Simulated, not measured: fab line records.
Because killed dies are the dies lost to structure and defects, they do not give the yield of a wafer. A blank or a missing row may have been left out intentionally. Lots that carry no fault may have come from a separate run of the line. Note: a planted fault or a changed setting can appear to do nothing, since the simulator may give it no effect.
fab line records + flow sky130
record:
- lots: 12
- wafers: 36
- lastDay: 50
route steps=708 shown RES_PROTECT@214 LDD_P@262 LDD_HVN@274 LDD_HVP@286 PAD_OPEN@708
lots that met no fault: taken from a fault-free run of the same line
startH: the number of hours between the record's first day and the start of the first shown wafer of the lot + waitH: hours elapsed since this lot's preceding step + " as in the row above + L1.1+2: one row covering several wafers at once + - value missing, or start not given + * or withheld: withheld + < > ~ a bound
route shown NAME@n: NAME is a module with steps in the file, n the number in the route of the first one + usual: mean/standard deviation of fault-free wafers + same: alike in all rows + chamber/n: place in a boat + sites: per-site readings + _std_site: their standard deviation + _edge_site: mean of outer sites minus mean of inner sites + radiusMm: how far each site lies from the wafer's centre + mask NAME#n: copy n + behind: tool/chamber where the wafer was last shaped + hold: the reason the lot was held/the length of the hold in hours/how it ended + device: names the non-switching transistor (n, p or np) + end of line: at the end of the route, the tests of the same wafers + a step with no rows: only its recipe + killed: count of dies lost to structure and defects at first sort (not the wafer's yield) + map: a wafer's dies, marking killed ones x, the rest . and places with no die _
set.NAME: setting as actually run; set.NAME@STEP: the setting as run at that earlier step + model.NAME: the simulator's own value behind a step, which no gauge read
one table for each step of the route and one row for each wafer, over a sample of lots
services: when a tool's chamber went out of use (startH, in hours from the record's first day, below 0 if earlier), for how many hours, and the reason
== steps ==
step: SKY_RES_PROTECT_STRIP_07
recipe:
- chemistry: O2/N2
- powerW: 1400
- pressureMtorr: 1500
- platenTempC: withheld
- o2FlowSccm: 3000
- n2FlowSccm: 300
- overashFraction: 0.5
usual:
- drypumpMotorCurrentA: 5.31/0.25
- oesProductAu: 0.518/0.0049
- stripTimeToEndpointS: 23.28/0.042
| lot.wafer | tool           | chamber | startH | waitH | drypumpMotorCurrentA | oesProductAu | rfHoursCounterH | stripTimeToEndpointS |
|-----------|----------------|---------|--------|-------|----------------------|--------------|-----------------|----------------------|
| L201.1    | plasmaAsher-03 | 0       | 333.74 | 0.1   | 5.43                 | 0.510        | 22              | 23.26                |
| L201.2    | "              | 1       | "      | "     | 4.95                 | 0.514        | 22              | 23.17                |
| L201.3    | "              | 1       | "      | "     | 4.93                 | 0.506        | -               | 23.22                |
| L202.3    | plasmaAsher-01 | 1       | 341.57 | 0.1   | 5.55                 | 0.519        | -               | 23.24                |
| L202.5    | "              | 0       | "      | "     | 5.15                 | 0.507        | -               | 23.31                |
| L202.6    | "              | 1       | "      | "     | 5.55                 | 0.514        | -               | 23.28                |
| L207.1    | plasmaAsher-02 | 1       | 403.49 | 0.1   | 5.16                 | 0.515        | 71              | 23.27                |
| L207.3    | "              | 0       | "      | "     | 5.63                 | 0.516        | -               | 23.25                |
| L207.6    | "              | 1       | "      | "     | 5.14                 | 0.516        | -               | 23.26                |
| L209.1    | plasmaAsher-03 | 1       | 410.04 | 0.1   | 4.91                 | 0.519        | 29              | 23.31                |
| L209.2    | "              | 0       | "      | "     | 5.47                 | 0.510        | 29              | 23.30                |
| L209.4    | "              | 0       | "      | "     | 5.44                 | 0.518        | -               | 23.34                |
| L210.3    | plasmaAsher-02 | 0       | 416.67 | 0.1   | 5.65                 | 0.524        | -               | 23.27                |
| L210.5    | "              | 0       | "      | "     | 5.64                 | 0.521        | -               | 23.30                |
| L210.6    | "              | 1       | "      | "     | 5.13                 | 0.516        | -               | 23.24                |
| L211.1    | plasmaAsher-03 | 1       | 434.24 | 0.1   | 4.95                 | 0.519        | 32              | 23.31                |
| L211.2    | "              | 0       | "      | "     | 5.42                 | 0.511        | 32              | 23.27                |
| L211.5    | "              | 0       | "      | "     | 5.44                 | 0.517        | -               | 23.23                |
| L213.1    | plasmaAsher-03 | 1       | 442.24 | 0.1   | 4.95                 | 0.525        | 33              | 23.31                |
| L213.4    | "              | 0       | "      | "     | 5.45                 | 0.515        | -               | 23.32                |
| L213.6    | "              | 0       | "      | "     | 5.48                 | 0.515        | -               | 23.26                |
| L214.1    | plasmaAsher-03 | 0       | 448.84 | 0.1   | 5.40                 | 0.514        | 34              | 23.35                |
| L214.3    | "              | 1       | "      | "     | 4.98                 | 0.519        | -               | 23.31                |
| L214.6    | "              | 1       | "      | "     | 4.94                 | 0.514        | -               | 23.33                |
| L215.3    | plasmaAsher-03 | 1       | 456.72 | 0.1   | 4.93                 | 0.511        | -               | 23.31                |
| L215.5    | "              | 1       | "      | "     | 4.95                 | 0.522        | -               | 23.32                |
| L215.6    | "              | 0       | "      | "     | 5.44                 | 0.520        | -               | 23.27                |
| L219.1    | plasmaAsher-02 | 1       | 492.59 | 0.1   | 5.17                 | 0.512        | 79              | 23.23                |
| L219.3    | "              | 0       | "      | "     | 5.64                 | 0.522        | -               | 23.22                |
| L219.4    | "              | 1       | "      | "     | 5.16                 | 0.525        | -               | 23.27                |
| L222.1    | plasmaAsher-02 | 1       | 514.29 | 0.1   | 5.14                 | 0.526        | 81              | 23.23                |
| L222.5    | "              | 0       | "      | "     | 5.63                 | 0.514        | -               | 23.30                |
| L222.6    | "              | 1       | "      | "     | 5.16                 | 0.511        | -               | 23.24                |
| L223.1    | plasmaAsher-01 | 1       | 520.45 | 0.1   | 5.54                 | 0.515        | 9               | 23.26                |
| L223.2    | "              | 0       | "      | "     | 5.13                 | 0.525        | 9               | 23.29                |
| L223.5    | "              | 0       | "      | "     | 5.15                 | 0.519        | -               | 23.29                |
step: SKY_LDD_P_CD_MEAS_07
recipe:
- targetCdNm: 380
usual:
- cdNm: 381.1/2.4
| lot.wafer | tool     | chamber | startH | waitH | cdNm  |
|-----------|----------|---------|--------|-------|-------|
| L201.1    | cdSem-02 | -       | 430.72 | 0.1   | 381.2 |
| L201.2    | "        | -       | "      | "     | 379.7 |
| L201.3    | "        | -       | "      | "     | 381.0 |
| L202.3    | cdSem-01 | -       | 435.71 | 0.1   | 381.1 |
| L202.5    | "        | -       | "      | "     | 378.0 |
| L202.6    | "        | -       | "      | "     | 378.7 |
| L207.1    | cdSem-01 | -       | 501.10 | 0.1   | 377.0 |
| L207.3    | "        | -       | "      | "     | 377.8 |
| L207.6    | "        | -       | "      | "     | 381.0 |
| L209.1    | cdSem-01 | -       | 509.14 | 0.1   | 381.7 |
| L209.2    | "        | -       | "      | "     | 383.2 |
| L209.4    | "        | -       | "      | "     | 382.2 |
| L210.3    | cdSem-01 | -       | 515.14 | 0.1   | 378.9 |
| L210.5    | "        | -       | "      | "     | 379.6 |
| L210.6    | "        | -       | "      | "     | 376.8 |
| L211.1    | cdSem-01 | -       | 532.80 | 0.1   | 381.1 |
| L211.2    | "        | -       | "      | "     | 382.6 |
| L211.5    | "        | -       | "      | "     | 381.8 |
| L213.1    | cdSem-01 | -       | 539.12 | 0.1   | 385.0 |
| L213.4    | "        | -       | "      | "     | 387.1 |
| L213.6    | "        | -       | "      | "     | 387.5 |
| L214.1    | cdSem-01 | -       | 546.10 | 0.1   | 380.9 |
| L214.3    | "        | -       | "      | "     | 383.4 |
| L214.6    | "        | -       | "      | "     | 384.2 |
| L215.3    | cdSem-01 | -       | 552.23 | 0.1   | 380.0 |
| L215.5    | "        | -       | "      | "     | 382.3 |
| L215.6    | "        | -       | "      | "     | 381.2 |
| L219.1    | cdSem-02 | -       | 586.45 | 0.1   | 381.8 |
| L219.3    | "        | -       | "      | "     | 382.9 |
| L219.4    | "        | -       | "      | "     | 381.6 |
| L222.1    | cdSem-02 | -       | 607.87 | 0.1   | 377.5 |
| L222.5    | "        | -       | "      | "     | 382.1 |
| L222.6    | "        | -       | "      | "     | 379.5 |
| L223.1    | cdSem-02 | -       | 615.17 | 0.1   | 382.1 |
| L223.2    | "        | -       | "      | "     | 382.8 |
| L223.5    | "        | -       | "      | "     | 382.7 |
step: SKY_LDD_HVN_OVL_MEAS_07
usual:
- LDD_HVN_OVL: -0.4/1.5
| lot.wafer | tool       | chamber | startH | waitH | LDD_HVN_OVL[nm] |
|-----------|------------|---------|--------|-------|-----------------|
| L201.1    | overlay-02 | -       | 461.45 | 0.1   | -1.8            |
| L201.2    | "          | -       | "      | "     | 0.5             |
| L201.3    | "          | -       | "      | "     | 1.7             |
| L202.3    | overlay-01 | -       | 466.15 | 0.1   | -1.5            |
| L202.5    | "          | -       | "      | "     | -0.6            |
| L202.6    | "          | -       | "      | "     | -2.4            |
| L207.1    | overlay-02 | -       | 532.29 | 0.1   | 2.5             |
| L207.3    | "          | -       | "      | "     | 1.9             |
| L207.6    | "          | -       | "      | "     | -0.1            |
| L209.1    | overlay-01 | -       | 539.14 | 0.1   | 0.3             |
| L209.2    | "          | -       | "      | "     | -1.4            |
| L209.4    | "          | -       | "      | "     | -1.6            |
| L210.3    | overlay-01 | -       | 544.70 | 0.1   | 0.3             |
| L210.5    | "          | -       | "      | "     | 0.7             |
| L210.6    | "          | -       | "      | "     | -0.2            |
| L211.1    | overlay-02 | -       | 562.35 | 0.1   | -0.4            |
| L211.2    | "          | -       | "      | "     | 0.1             |
| L211.5    | "          | -       | "      | "     | 1.2             |
| L213.1    | overlay-01 | -       | 568.79 | 0.1   | -2.2            |
| L213.4    | "          | -       | "      | "     | -0.4            |
| L213.6    | "          | -       | "      | "     | -1.6            |
| L214.1    | overlay-02 | -       | 576.35 | 0.1   | -1.1            |
| L214.3    | "          | -       | "      | "     | -1.1            |
| L214.6    | "          | -       | "      | "     | -1.3            |
| L215.3    | overlay-02 | -       | 581.85 | 0.1   | 0.7             |
| L215.5    | "          | -       | "      | "     | -0.2            |
| L215.6    | "          | -       | "      | "     | 1.4             |
| L219.1    | overlay-01 | -       | 616.24 | 0.1   | 1.1             |
| L219.3    | "          | -       | "      | "     | 1.3             |
| L219.4    | "          | -       | "      | "     | 0.7             |
| L222.1    | overlay-01 | -       | 636.75 | 0.1   | 0.0             |
| L222.5    | "          | -       | "      | "     | 0.9             |
| L222.6    | "          | -       | "      | "     | 0.4             |
| L223.1    | overlay-02 | -       | 644.10 | 0.1   | -0.4            |
| L223.2    | "          | -       | "      | "     | 1.4             |
| L223.5    | "          | -       | "      | "     | -1.4            |
step: SKY_LDD_HVP_IMPLANT_08
recipe:
- species: B
- energyKev: 20
- doseCm2: 1.7e+13
- tiltDeg: 17.9
usual:
- beamOnS: 9.98/0.2
- endStationPressureTorr: 5.04e-06/2.5e-07
- faradayCurrentUA: 96.1/1.8
same:
- implantIonAmu: 11
| lot.wafer | tool         | chamber | startH | waitH | beamOnS | endStationPressureTorr | faradayCurrentUA |
|-----------|--------------|---------|--------|-------|---------|------------------------|------------------|
| L201.1    | implanter-04 | 0       | 492.18 | 0.0   | 9.88    | 4.85e-06               | 97.2             |
| L201.2    | "            | 0       | "      | "     | 9.93    | 5.21e-06               | 96.5             |
| L201.3    | "            | 0       | "      | "     | 9.93    | 4.79e-06               | 96.1             |
| L202.3    | implanter-04 | 0       | 497.31 | 0.1   | 10.21   | 4.8e-06                | 94.1             |
| L202.5    | "            | 0       | "      | "     | 10.07   | 5.24e-06               | 95.4             |
| L202.6    | "            | 0       | "      | "     | 9.90    | 5.03e-06               | 96.9             |
| L207.1    | implanter-01 | 0       | 562.08 | 0.0   | 10.04   | 5.07e-06               | 95.4             |
| L207.3    | "            | 0       | "      | "     | 9.69    | 5.04e-06               | 98.8             |
| L207.6    | "            | 0       | "      | "     | 10.05   | 5.04e-06               | 95.4             |
| L209.1    | implanter-01 | 0       | 568.78 | 0.0   | 9.93    | 5.18e-06               | 96.7             |
| L209.2    | "            | 0       | "      | "     | 9.83    | 4.95e-06               | 97.5             |
| L209.4    | "            | 0       | "      | "     | 10.10   | 5.2e-06                | 95.1             |
| L210.3    | implanter-01 | 0       | 574.83 | 0.1   | 10.02   | 4.54e-06               | 95.3             |
| L210.5    | "            | 0       | "      | "     | 9.99    | 4.74e-06               | 96.1             |
| L210.6    | "            | 0       | "      | "     | 10.62   | 4.87e-06               | 90.3             |
| L211.1    | implanter-03 | 0       | 592.28 | 0.0   | 10.07   | 5.3e-06                | 95.0             |
| L211.2    | "            | 0       | "      | "     | 10.10   | 4.96e-06               | 95.2             |
| L211.5    | "            | 0       | "      | "     | 9.99    | 4.87e-06               | 95.9             |
| L213.1    | implanter-01 | 0       | 597.91 | 0.0   | 11.11   | 7.471e-05              | 84.3             |
| L213.4    | "            | 0       | "      | "     | 10.98   | 7.393e-05              | 85.1             |
| L213.6    | "            | 0       | "      | "     | 11.38   | 6.908e-05              | 82.2             |
| L214.1    | implanter-01 | 0       | 605.33 | 0.0   | 11.50   | 7.468e-05              | 81.6             |
| L214.3    | "            | 0       | "      | "     | 11.38   | 6.641e-05              | 82.4             |
| L214.6    | "            | 0       | "      | "     | 11.38   | 7.232e-05              | 82.4             |
| L215.3    | implanter-03 | 0       | 611.01 | 0.1   | 9.84    | 5.21e-06               | 96.8             |
| L215.5    | "            | 0       | "      | "     | 10.20   | 4.91e-06               | 94.1             |
| L215.6    | "            | 0       | "      | "     | 9.73    | 5.02e-06               | 98.1             |
| L219.1    | implanter-03 | 0       | 645.08 | 0.0   | 10.01   | 5.3e-06                | 95.7             |
| L219.3    | "            | 0       | "      | "     | 10.04   | 5.62e-06               | 95.3             |
| L219.4    | "            | 0       | "      | "     | 9.96    | 4.89e-06               | 96.0             |
| L222.1    | implanter-01 | 0       | 666.18 | 0.0   | 9.93    | 4.98e-06               | 96.9             |
| L222.5    | "            | 0       | "      | "     | 10.25   | 5.28e-06               | 93.4             |
| L222.6    | "            | 0       | "      | "     | 9.83    | 5.13e-06               | 97.8             |
| L223.1    | implanter-04 | 0       | 672.93 | 0.0   | 9.98    | 4.97e-06               | 95.8             |
| L223.2    | "            | 0       | "      | "     | 9.89    | 5.03e-06               | 97.0             |
| L223.5    | "            | 0       | "      | "     | 10.04   | 5.13e-06               | 95.3             |
step: SKY_LDD_HVP_TW_MEAS_10
usual:
- LDD_HVP_TW: 452.8/3
| lot.wafer | tool         | chamber | startH | waitH | hold                    | LDD_HVP_TW |
|-----------|--------------|---------|--------|-------|-------------------------|------------|
| L201.1    | filmMetro-01 | -       | 492.43 | 0.1   | -                       | 452.5      |
| L201.2    | "            | -       | "      | "     | -                       | 451.8      |
| L201.3    | "            | -       | "      | "     | -                       | 449.8      |
| L202.3    | filmMetro-03 | -       | 497.53 | 0.1   | -                       | 454.1      |
| L202.5    | "            | -       | "      | "     | -                       | 455.3      |
| L202.6    | "            | -       | "      | "     | -                       | 455.2      |
| L207.1    | filmMetro-03 | -       | 562.33 | 0.1   | -                       | 457.8      |
| L207.3    | "            | -       | "      | "     | -                       | 455.9      |
| L207.6    | "            | -       | "      | "     | -                       | 458.0      |
| L209.1    | filmMetro-01 | -       | 569.03 | 0.1   | -                       | 451.5      |
| L209.2    | "            | -       | "      | "     | -                       | 451.0      |
| L209.4    | "            | -       | "      | "     | -                       | 451.5      |
| L210.3    | filmMetro-01 | -       | 575.05 | 0.1   | -                       | 449.0      |
| L210.5    | "            | -       | "      | "     | -                       | 451.1      |
| L210.6    | "            | -       | "      | "     | -                       | 450.3      |
| L211.1    | filmMetro-03 | -       | 592.53 | 0.1   | -                       | 456.4      |
| L211.2    | "            | -       | "      | "     | -                       | 454.7      |
| L211.5    | "            | -       | "      | "     | -                       | 457.3      |
| L213.1    | filmMetro-02 | -       | 598.16 | 0.1   | awaitDispo/0.2h/release | 466.5      |
| L213.4    | "            | -       | "      | "     | awaitDispo/0.2h/release | 466.3      |
| L213.6    | "            | -       | "      | "     | awaitDispo/0.2h/release | 464.0      |
| L213.1    | filmMetro-02 | -       | 598.38 | 0.2   | -                       | 464.0      |
| L213.4    | "            | -       | "      | "     | -                       | 463.9      |
| L213.6    | "            | -       | "      | "     | -                       | 465.7      |
| L214.1    | filmMetro-03 | -       | 605.58 | 0.1   | awaitDispo/0.2h/release | 471.5      |
| L214.3    | "            | -       | "      | "     | awaitDispo/0.2h/release | 470.9      |
| L214.6    | "            | -       | "      | "     | awaitDispo/0.2h/release | 470.7      |
| L214.1    | filmMetro-03 | -       | 605.80 | 0.2   | -                       | 470.9      |
| L214.3    | "            | -       | "      | "     | -                       | 473.2      |
| L214.6    | "            | -       | "      | "     | -                       | 470.5      |
| L215.3    | filmMetro-01 | -       | 611.23 | 0.1   | -                       | 453.7      |
| L215.5    | "            | -       | "      | "     | -                       | 451.4      |
| L215.6    | "            | -       | "      | "     | -                       | 451.8      |
| L219.1    | filmMetro-02 | -       | 645.33 | 0.1   | -                       | 450.7      |
| L219.3    | "            | -       | "      | "     | -                       | 449.8      |
| L219.4    | "            | -       | "      | "     | -                       | 449.3      |
| L222.1    | filmMetro-03 | -       | 666.43 | 0.1   | -                       | 456.2      |
| L222.5    | "            | -       | "      | "     | -                       | 455.9      |
| L222.6    | "            | -       | "      | "     | -                       | 456.9      |
| L223.1    | filmMetro-03 | -       | 673.18 | 0.1   | -                       | 455.8      |
| L223.2    | "            | -       | "      | "     | -                       | 455.4      |
| L223.5    | "            | -       | "      | "     | -                       | 455.1      |
step: SKY_PAD_OPEN_PROBE_99
usual:
- killed_at_M0_to_M3: 43/6.5
- killed_at_M4_up: 3.5/1.9
- killedAtContacts: 24/5.4
- killedAtFrontEnd: 16/4.8
- killedAtOther: 0.4/0.64
- killedDies: 87/9.4
- killedOpen: 47/7
- killedShort: 40/6.3
same:
- grossDies: 492
- killedAtBackSide: 0
| lot.wafer | tool      | chamber | startH  | waitH | killed_at_M0_to_M3 | killed_at_M4_up | killedAtContacts | killedAtFrontEnd | killedAtOther | killedDies | killedOpen | killedShort |
|-----------|-----------|---------|---------|-------|--------------------|-----------------|------------------|------------------|---------------|------------|------------|-------------|
| L211.2    | prober-01 | -       | 1143.36 | 0.1   | 44                 | 5               | 27               | 8                | 1             | 85         | 44         | 39          |
| L219.1    | prober-02 | -       | 1174.59 | 0.1   | 41                 | 2               | 20               | 12               | 0             | 75         | 41         | 33          |
| L219.3    | prober-02 | -       | 1174.69 | 0.2   | 48                 | 3               | 20               | 16               | 0             | 87         | 51         | 34          |
| L219.4    | prober-02 | -       | 1174.74 | 0.2   | 42                 | 2               | 25               | 20               | 0             | 89         | 46         | 41          |
killed by level:class
L211.2 LI_CONTACT:geometricParticle:open=11 CONTACT:geometricParticle:open=10 VIA1:geometricParticle:open=7 METAL2:geometricParticle:short=7 VIA1:geometricParticle:short=6 VIA2:geometricParticle:open=5 METAL1:geometricParticle:short=5 METAL4:geometricParticle:short=5
L219.1 CONTACT:geometricParticle:open=11 VIA2:geometricParticle:open=11 VIA3:geometricParticle:open=8 METAL1:geometricParticle:short=5 VIA1:geometricParticle:short=4 LI_CONTACT:geometricParticle:open=4 VIA3:geometricParticle:short=4 POLY_GATE:geometricParticle:short=3
L219.3 VIA1:geometricParticle:open=12 VIA2:geometricParticle:open=10 LI_CONTACT:geometricParticle:open=7 CONTACT:geometricParticle:open=6 VIA1:geometricParticle:short=6 POLY_GATE:geometricParticle:open=5 LI_CONTACT:geometricParticle:short=5 METAL1:geometricParticle:short=5
L219.4 VIA1:geometricParticle:open=13 CONTACT:geometricParticle:open=11 CONTACT:geometricParticle:short=7 VIA3:geometricParticle:open=7 FIELD_ISO:geometricParticle:open=6 POLY_GATE:geometricParticle:short=5 METAL1:geometricParticle:short=5 FIELD_ISO:geometricParticle:short=4
== services ==
| tool           | chamber | startH | hours | kind      |
|----------------|---------|--------|-------|-----------|
| plasmaAsher-01 | -       | 311.74 | 1.2   | repair    |
| plasmaAsher-01 | -       | 324.63 | 8.0   | repair    |
| plasmaAsher-02 | -       | 386.98 | 3.1   | repair    |
| implanter-01   | -       | 417.47 | 4.2   | repair    |
| plasmaAsher-01 | -       | 421.25 | 9.0   | pm        |
| plasmaAsher-01 | 0       | 421.25 | 9.0   | ventCycle |
| plasmaAsher-01 | 1       | 421.25 | 9.0   | ventCycle |
| plasmaAsher-02 | -       | 421.50 | 2.8   | pm        |
| plasmaAsher-01 | 0       | 430.25 | -     | clean     |
| plasmaAsher-01 | 1       | 430.25 | -     | clean     |
| implanter-03   | -       | 458.24 | 3.4   | pm        |
| implanter-03   | -       | 492.13 | 34.3  | repair    |
| implanter-01   | -       | 527.98 | 5.0   | pm        |
| implanter-03   | -       | 568.34 | 19.8  | pm        |
| implanter-04   | -       | 576.89 | 5.5   | pm        |
| implanter-03   | -       | 593.10 | 3.2   | repair    |
| implanter-03   | -       | 593.83 | 2.3   | repair    |
| implanter-04   | -       | 663.44 | 4.9   | repair    |
| implanter-01   | -       | 668.01 | 0.8   | repair    |
| plasmaAsher-02 | -       | 668.92 | 2.1   | repair    |
== key ==
firstSign:
- step: SKY_LDD_HVP_IMPLANT_08
- reading: endStationPressureTorr
- direction: up
- sigmas: 99+
- usual: 5.04e-06
- struck: 7.186e-05
effect:
- step: SKY_LDD_HVP_IMPLANT_08
- reading: faradayCurrentUA
- direction: down
- sigmas: 7.1
- usual: 96.1
- struck: 83.0
effect:
- step: SKY_LDD_HVP_TW_MEAS_10
- reading: visit
- direction: added
effect:
- step: SKY_LDD_HVP_TW_MEAS_10
- reading: LDD_HVP_TW
- direction: up
- sigmas: 5.3
- usual: 452.8
- struck: 468.3
metAt SKY_LDD_HVP_IMPLANT_08
struckLots L213,L214
testerLeftOut L213,L214
notActingAt SKY_RES_PROTECT_STRIP_07,SKY_LDD_P_CD_MEAS_07,SKY_LDD_HVN_OVL_MEAS_07
onsetBetween 574.83 597.91
fault:
- kind: processParameterDrift
- tool: implanter-01
- chamber: -
- onsetH: 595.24
- steps: SKY_LDD_HVP_IMPLANT_08
- channel: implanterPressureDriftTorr
- offset: 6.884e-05
- shape: step
- endH: 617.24
fault:
- kind: processParameterDrift
- tool: implanter-01
- chamber: -
- onsetH: 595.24
- steps: SKY_LDD_HVP_IMPLANT_08
- channel: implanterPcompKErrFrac
- offset: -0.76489
- shape: step
- endH: 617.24
testerLeftOut: of these lots the tester's yield and bins aren't shown, on N5 and GAA mostly nor the transistor test; their killed dies are dies lost to structure and defects alone, not to doping, threshold or leakage, so they don't give the yield
